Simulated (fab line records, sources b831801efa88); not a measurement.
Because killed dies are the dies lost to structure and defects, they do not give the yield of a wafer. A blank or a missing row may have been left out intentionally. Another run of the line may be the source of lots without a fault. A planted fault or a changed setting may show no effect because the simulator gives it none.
Which tool was responsible? -- flow gf180mcu -- Sampling: 13 lots, 39 wafers, 4 of 602 route steps

## WHAT EACH GAUGE READ, for each wafer
GF_HV_LDD_TW_MEAS_23. Usual: for HV_LDD_2_TW the level is 1051 and the standard deviation is 12.
lot,measured,on,HV_LDD_2_TW,flag
L984,day 11 02:02,filmMetro-02,1036 1036 1036,
L988,day 12 06:20,filmMetro-04,1070 1061 1064,
L989,day 12 22:13,filmMetro-04,1061 1062 1061,
L991,day 13 06:19,filmMetro-01,1053 1043 1053,
L992,day 13 17:08,filmMetro-04,1062 1058 1067,
L998,day 15 15:00,filmMetro-01,1044 1039 1042,
L100,day 16 04:34,filmMetro-04,1061 1060 1069,
L999,day 16 05:14,filmMetro-02,1031 1039 1035,
L101,day 16 09:13,filmMetro-01,1052 1057 1052,
L102,day 17 00:02,filmMetro-04,1065 1072 1072,
L103,day 17 08:36,filmMetro-02,1036 1032 1037,
L104,day 17 11:27,filmMetro-04,1069 1065 1063,
L105,day 17 16:31,filmMetro-04,1067 1069 1066,

GF_PSD_OVL_MEAS_08. Usual: for PSD_OVL the level is 0.3 nm and the standard deviation is 1.4.
lot,measured,on,PSD_OVL (nm),flag
L984,day 14 15:08,overlay-01,2.3 0.8 0.9,
L988,day 15 21:34,overlay-01,-1.3 -1.0 2.1,
L989,day 16 16:14,overlay-02,-1.2 -1.9 0.3,
L991,day 16 23:10,overlay-02,0.4 1.4 0.7,
L992,day 17 12:20,overlay-01,0.4 0.0 0.2,
L998,day 19 17:36,overlay-02,1.8 1.8 0.3,
L100,day 20 10:16,overlay-02,-1.4 1.4 0.2,
L999,day 20 09:11,overlay-02,0.5 1.0 2.6,
L101,day 20 14:42,overlay-02,-2.0 0.3 -0.1,
L102,day 21 04:04,overlay-02,0.3 -1.4 -3.6,
L103,day 21 11:53,overlay-01,0.1 0.5 0.5,
L104,day 21 15:07,overlay-02,-0.7 1.8 -0.4,
L105,day 21 21:53,overlay-02,-1.2 -0.8 -2.0,

GF_SALICIDE_THK_MEAS_05: measures by xrf. Usual: for SALICIDE_TIN_THK the level is 19.83 nm and the standard deviation is 0.24.
lot,measured,on,SALICIDE_TIN_THK (nm),flag
L984,day 15 13:42,filmMetro-04,19.99 19.90 19.95,
L988,day 16 21:14,filmMetro-02,19.97 19.09 19.81,
L989,day 17 16:18,filmMetro-02,19.17 19.74 19.60,
L991,day 18 00:11,filmMetro-04,19.93 20.13 20.14,
L992,day 18 12:28,filmMetro-04,19.95 20.38 19.95,
L998,day 20 19:44,filmMetro-04,19.70 19.81 19.72,
L100,day 21 11:20,filmMetro-02,19.79 20.19 20.07,
L999,day 21 10:23,filmMetro-04,20.27 19.93 20.24,
L101,day 21 15:41,filmMetro-02,19.42 19.43 19.60,
L102,day 22 05:26,filmMetro-02,19.68 19.89 19.63,
L103,day 22 12:57,filmMetro-02,19.23 19.50 19.57,
L104,day 22 15:53,filmMetro-04,19.82 19.82 20.14,
L105,day 22 22:38,filmMetro-04,19.91 20.14 20.16,

## WHAT TOOL EACH LOT RAN ON (gives the tool, then ch and the chambers of the sampled wafers, and finally the start)
lot,GF_SALICIDE_SPUTTER_03
L984,"pvdSputter-01, day 15 13:32"
L988,"pvdSputter-04, day 16 21:05"
L989,"pvdSputter-04, day 17 16:08"
L991,"pvdSputter-01, day 18 00:03"
L992,"pvdSputter-03, day 18 12:20"
L998,"pvdSputter-03, day 20 19:34"
L100,"pvdSputter-01, day 21 11:11"
L999,"pvdSputter-03, day 21 10:14"
L101,"pvdSputter-04, day 21 15:32"
L102,"pvdSputter-04, day 22 05:17"
L103,"pvdSputter-04, day 22 12:40"
L104,"pvdSputter-04, day 22 15:44"
L105,"pvdSputter-04, day 22 22:29"
- GF_SALICIDE_SPUTTER_03: material TiN, target thk 20 nm, time 16.7 s.

## AS READ BY THE TOOLS THEMSELVES (means over the sampled wafers that have a number; for cases with no such wafer, the mark the record gives instead)
GF_SALICIDE_SPUTTER_03. Usual: cathodeDcPowerW 6499.7 W, standard deviation 1.1; throttleValvePct 29.7 %, standard deviation 0.78.
lot,tool,cathodeDcPowerW (W),throttleValvePct (%),flag
L984,pvdSputter-01,6500.4,29.2,
L988,pvdSputter-04,6437.0,29.3,OFF
L989,pvdSputter-04,6436.5,29.3,OFF
L991,pvdSputter-01,6500.8,29.5,
L992,pvdSputter-03,6499.8,30.9,
L998,pvdSputter-03,6499.6,31.0,
L100,pvdSputter-01,6500.5,28.6,
L999,pvdSputter-03,6500.2,30.2,
L101,pvdSputter-04,6500.0,29.2,
L102,pvdSputter-04,6499.8,29.3,
L103,pvdSputter-04,6500.3,29.6,
L104,pvdSputter-04,6498.9,29.7,
L105,pvdSputter-04,6498.6,29.3,

## THE ANSWER, worked out from the rows above alone
Rule: a lot is off if the mean of its wafers that have a number lies more than 3 standard deviations from the usual mean. Also off: a lot with no number at a reading for which 4 or more lots have one. The other lots that the step has rows for count as sound. Order of review: gauges by route order, followed by the tools' own readings, for which a lot's mean as printed above is used. The first step at which some lot is off is used, and at that step the reading that is off furthest; a lot without a number counts as furthest.
Off at GF_SALICIDE_SPUTTER_03 (cathodeDcPowerW): L988, L989.
If a tool, at that step or one of the process steps before it, ran each lot that is off and ran no sound lot following the first of them, it fits. No candidate that was tried fits.

## WHAT THE SIMULATOR HAD INSERTED
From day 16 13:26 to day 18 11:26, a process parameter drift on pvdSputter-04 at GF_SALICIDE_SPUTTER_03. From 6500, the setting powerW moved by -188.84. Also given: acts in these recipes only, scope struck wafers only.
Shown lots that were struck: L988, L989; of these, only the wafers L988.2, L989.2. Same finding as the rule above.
